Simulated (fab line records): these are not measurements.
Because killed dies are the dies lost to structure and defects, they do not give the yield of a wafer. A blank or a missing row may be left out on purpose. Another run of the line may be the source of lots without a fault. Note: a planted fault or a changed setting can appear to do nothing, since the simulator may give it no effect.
Code-filled problem report in 8D (eight disciplines) form | flow sky130 | the parts of the form that need people (team, actions taken, sign-off) are left out

== 1. THE ISSUE ==
LOCAL_INTERCONNECT_TIN_RS at SKY_LOCAL_INTERCONNECT_RS_MEAS_01 reads a mean of 16.20 ohm/sq on 2 wafers of 2 lots; wafers without a fault read 14.16 ohm/sq with a standard deviation of 0.13. Measured from the usual mean, that is +16 standard deviations.
The step: measures by four-point-probe.
The first sign was on wafer L402.2 at day 33 11:18, on film metro-02. The record has a number at this step for 30 wafers belonging to 10 lots. Rule for "out" (also "out of limits"): further than 4 standard deviations from the usual mean. The other wafers with a number count as sound.

== 2. WHAT IT IS; WHAT IT IS NOT ==
question                    | is                           | is not
which readings at this step | LOCAL_INTERCONNECT_TIN_RS    | -
which lots                  | L402, L403                   | L391, L395, L396, L397, L398, L405, L407, L408
which wafers of those lots  | L402.2, L403.1               | L402.3, L402.6, L403.2, L403.3
read on which gauges        | film metro-01, film metro-02 | film metro-04
when                        | from day 33 11:18            | up to then (17 sound wafers); but 11 sound wafers of L403, L405, L407, L408 came after

== 3. SUSPECTS, AND WHAT RULES EACH OUT ==
Counting: any tool at a process step up to the reading remains a suspect provided it ran every lot that is out. Sound lots after the first of them don't rule it out here, since some wafers of a struck lot are sound.
- the gauge at SKY_LOCAL_INTERCONNECT_RS_MEAS_01: ruled out. 2 gauges (film metro-01, film metro-02) read the wafers that are out.
- pvd sputter-02 at SKY_LI_CONTACT_SPUTTER_20 (material TiN, target thk 20 nm, time 77.84 s): kept. It ran every lot that is out, first L402 (day 33 10:33); its last sound lot up to then is L397 (day 32 00:18).
- pvd sputter-03 at SKY_LOCAL_INTERCONNECT_SPUTTER_00 (material TiN, target thk 100 nm, time 83.3 s): kept. It ran every lot that is out, first L402 (day 33 11:13); its last sound lot up to then is L398 (day 32 17:46).
Left after counting: pvd sputter-02 at SKY_LI_CONTACT_SPUTTER_20, pvd sputter-03 at SKY_LOCAL_INTERCONNECT_SPUTTER_00.

== 4. THE CAUSE (what the simulator had put in) ==
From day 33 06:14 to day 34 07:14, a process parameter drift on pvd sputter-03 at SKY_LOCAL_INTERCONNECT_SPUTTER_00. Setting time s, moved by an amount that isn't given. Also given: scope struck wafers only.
Counting left 2 suspects, and this tool is among them.

== 5. THE EFFECT CHAIN, in route order ==
Rows list readings where the struck wafers' mean (over those with a number) sits beyond 3 standard deviations from the usual. Readings are gone through only where the record gives a usual standard deviation; hours: the median, over the lots, of the time from a lot's start at the first step in this table giving one to that lot's start at this step; sigmas: the change measured in usual standard deviations.
hours | step                                 | reading                    | usual        | on struck wafers | change | sigmas
0     | SKY_LOCAL_INTERCONNECT_RS_MEAS_01    | LOCAL_INTERCONNECT_TIN_RS  | 14.16 ohm/sq | 16.20            | +2.04  | +16
3     | SKY_LOCAL_INTERCONNECT_THK_MEAS_02   | LOCAL_INTERCONNECT_TIN_THK | 101.3 nm     | 89.2             | -12.1  | -11
27    | SKY_LOCAL_INTERCONNECT_METAL_ETCH_14 | oes product au             | 0.939 a.u.   | 0.876            | -0.063 | -9.1
27    | SKY_LOCAL_INTERCONNECT_METAL_ETCH_14 | throttle valve pct         | 21.902 %     | 21.951           | +0.049 | +5.2
It contains these process steps:
- SKY_LOCAL_INTERCONNECT_METAL_ETCH_14: etches TiN in Cl2/BCl3, stops on PSG, target depth 110 nm, time 31.4 s.

== 6. HOW IT WOULD HAVE BEEN CAUGHT EARLIER ==
Counted from the fault's start at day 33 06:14, it took 5 hours until the first out-of-limits reading at a measuring or inspecting step in this record, taken at day 33 11:18.
An alarm limit of 4 standard deviations would not have fired on the tool readings at SKY_LOCAL_INTERCONNECT_SPUTTER_00 for which the record gives a usual standard deviation, since none of them was out on any struck wafer.
Of the lots that are out (2), L403 began SKY_LOCAL_INTERCONNECT_SPUTTER_00 on pvd sputter-03 after day 33 11:18. Holding the tool at that time would have saved it.
